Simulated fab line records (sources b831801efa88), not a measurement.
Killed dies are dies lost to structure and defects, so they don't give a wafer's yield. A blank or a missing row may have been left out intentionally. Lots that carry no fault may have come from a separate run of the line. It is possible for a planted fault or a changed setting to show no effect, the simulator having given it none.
A lot that was struck, set against a sound lot -- flow gf180mcu -- 15 out of 602 route steps
Sound: these wafers, L540.1, L540.3, L540.4. Struck: wafer L555.3 (L555.4, L555.5, from the same lot, were not struck and are left out); the cause is given at the end.
Each step with rows lists, per side, the tool, then ch with its chambers, then its first start. Under that, the readings that differ: sound wafers -- struck wafers -- difference of the means -- sigmas: that difference in standard deviations of wafers without a fault.
alike: readings whose means differ by less than 2 such deviations, and words and numbers that are the same on both sides. not compared: withheld readings, readings that some wafer has no value for, bounds like >300 that may hide the same value, and numbers for which the record gives no deviation and whose values overlap.
A row with sigmas, a row that says differs or no value, or rows on one side alone: a step with any of these is where the two part. Numbers that have no deviation but don't overlap get no sigmas and don't part them. Lack of a reading on every wafer of one side parts them only where that side has two or more wafers.

GF_HV_LDD_CD_MEAS_46: target cd 400 nm.
  struck on cd sem-01, day 18 09:59; sound on cd sem-01, day 13 03:03
reading,sound,struck,difference,sigmas
cd nm (nm),402.2 402.7 399.8,393.9,-7.7,-3
GF_HV_LDD_OVL_MEAS_47:
  struck on overlay-01, day 18 10:05; sound on overlay-02, day 13 03:10
  alike: HV_LDD_03_OVL
following that, these wafers have no rows for 1 step: GF_HV_LDD_IMPLANT_48.
GF_HV_LDD_STRIP_49: strips in O2/N2.
  sound on plasma asher-01 ch 0,1, day 13 03:22; struck on plasma asher-01 ch 0, day 18 10:17
  alike: drypump motor current A, heater power w, oes product au, strip time to endpoint s
  not compared: rf hours counter h
GF_HV_LDD_TW_MEAS_50:
  struck on film metro-01, day 18 10:23; sound on film metro-02, day 13 03:28
  alike: HV_LDD_4_TW
then, 1 step without rows for these wafers: GF_HV_LDD_CLEAN_51 (cleans in SC1/SC2, time 150 s).
GF_HV_LDD_RTA_52: time 10 s.
  sound on rtp anneal-01 ch 0, day 13 03:37; struck on rtp anneal-01 ch 0, day 18 10:29
  alike: lamp power pct, wafer_temp_C_max
GF_HV_LDD_RS_MEAS_53: the measuring method here is four-point-probe.
  struck on film metro-02, day 18 10:34; sound on film metro-02, day 13 03:41
reading,sound,struck,difference,sigmas
HV_LDD_RS (ohm/sq),420.0 420.6 420.1,417.5,-2.7,-2
then, 1 step without rows for these wafers: GF_HV_LDD_CVD_54 (deposits SiO2 from TEOS, target thk 10 nm, time 75 s).
GF_HV_LDD_THK_MEAS_55:
  struck on film metro-02, day 18 11:41; sound on film metro-02, day 13 04:50
  alike: HV_LDD_CVD_54_THK
then, 1 step without rows for these wafers: GF_HV_LDD_CVD_56 (deposits Si3N4 from DCS/NH3, target thk 90 nm, time 1543 s).
GF_HV_LDD_THK_MEAS_57:
  struck on film metro-02, day 18 13:11; sound on film metro-04, day 13 06:56
  alike: HV_LDD_CVD_56_THK
GF_HV_LDD_ETCHBACK_58: etches Si3N4 in CH3F/O2, stops on SiO2, time 100 s, target depth 90 nm.
  sound on rie diel-02 ch 0,2,3, day 13 07:00; struck on rie diel-02 ch 3, day 18 13:13
reading,sound,struck,difference,sigmas
oes product au (a.u.),0.839 0.841 0.841,0.794,-0.046,-7
rf hours counter h (h),5 77 10,80,+49,
throttle valve pct (%),10.572 10.559 10.566,10.540,-0.026,-3
model.etch.depth nm (nm),90.07 89.47 89.21,79.86,-9.72,
model.SiO2_of_HV_LDD_CVD_54.thk nm (nm),7.509 7.499 7.692,8.298,+0.731,
  alike: O2_flow_sccm, drypump motor current A
then, 1 step without rows for these wafers: GF_NSD_DEHYDRATE_00 (time 60 s).
-- the record jumps here: 16 days lie between the struck wafers' starts before and after (it left off in module NSD and takes up again in module PASSIVATION, whose first step shown is number 602 of the route) --
GF_PASSIVATION_PROBE_99:
  record: rows for the struck wafers here (prober-02, day 34 01:52), none for the sound ones

== WHERE THEY PART ==
Last at GF_PASSIVATION_PROBE_99 as far as this record goes, first at GF_HV_LDD_CD_MEAS_46.

WHY: what had been put in by the simulator
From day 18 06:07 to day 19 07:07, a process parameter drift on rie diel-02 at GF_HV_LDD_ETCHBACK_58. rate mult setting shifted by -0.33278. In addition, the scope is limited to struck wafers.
